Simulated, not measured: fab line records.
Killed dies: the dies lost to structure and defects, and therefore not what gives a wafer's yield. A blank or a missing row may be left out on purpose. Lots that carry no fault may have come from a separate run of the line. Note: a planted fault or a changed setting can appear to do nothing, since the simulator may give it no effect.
Which tool is to blame? / flow gf180mcu / at 1 step of a route of 602, 7 lots with 21 wafers sampled

WHAT EACH GAUGE READ, for each wafer
GF_V1_RS_MEAS_24: uses a four-point probe to measure.
lot=L613; measured=day 18 19:55; on=film metro-01; V1_W_RS (ohm/sq)=0.328 0.329 0.327
lot=L615; measured=day 19 10:36; on=film metro-02; V1_W_RS (ohm/sq)=0.325 0.321 0.328
lot=L617; measured=day 20 05:31; on=film metro-02; V1_W_RS (ohm/sq)=0.330 0.329 0.328
lot=L619; measured=day 20 20:42; on=film metro-03; V1_W_RS (ohm/sq)=0.318 0.322 0.323
lot=L624; measured=day 22 19:30; on=film metro-02; V1_W_RS (ohm/sq)=0.327 0.324 0.324
lot=L628; measured=day 24 02:22; on=film metro-02; V1_W_RS (ohm/sq)=0.327 0.322 0.327
lot=L634; measured=day 25 20:22; on=film metro-01; V1_W_RS (ohm/sq)=0.324 0.325 0.323

TOOL THAT RAN EACH LOT (tool first, then ch and the chambers of the sampled wafers, then the start)
There is no process step in the record ahead of these readings.

THE ANSWER, worked out from the rows above alone
Rule: what is usual is taken from the lots themselves. The widest of any qualifying gaps counts: lots, ordered by their means at a reading, are off when they make up no more than a third of the lots, leave a main group of 4 or more, and stand apart from it by 3 or more times the standard deviation of that group's means. A main group whose means are all the same, to the digits that the tables above print for the reading, isn't used. Also off: a lot with no number at a reading for which 4 or more lots have one. Where the step has rows for the other lots, those lots are counted as sound.
Across all readings shown, no lot is off: no conclusion can be drawn from this.

WHAT THE SIMULATOR HAD INSERTED
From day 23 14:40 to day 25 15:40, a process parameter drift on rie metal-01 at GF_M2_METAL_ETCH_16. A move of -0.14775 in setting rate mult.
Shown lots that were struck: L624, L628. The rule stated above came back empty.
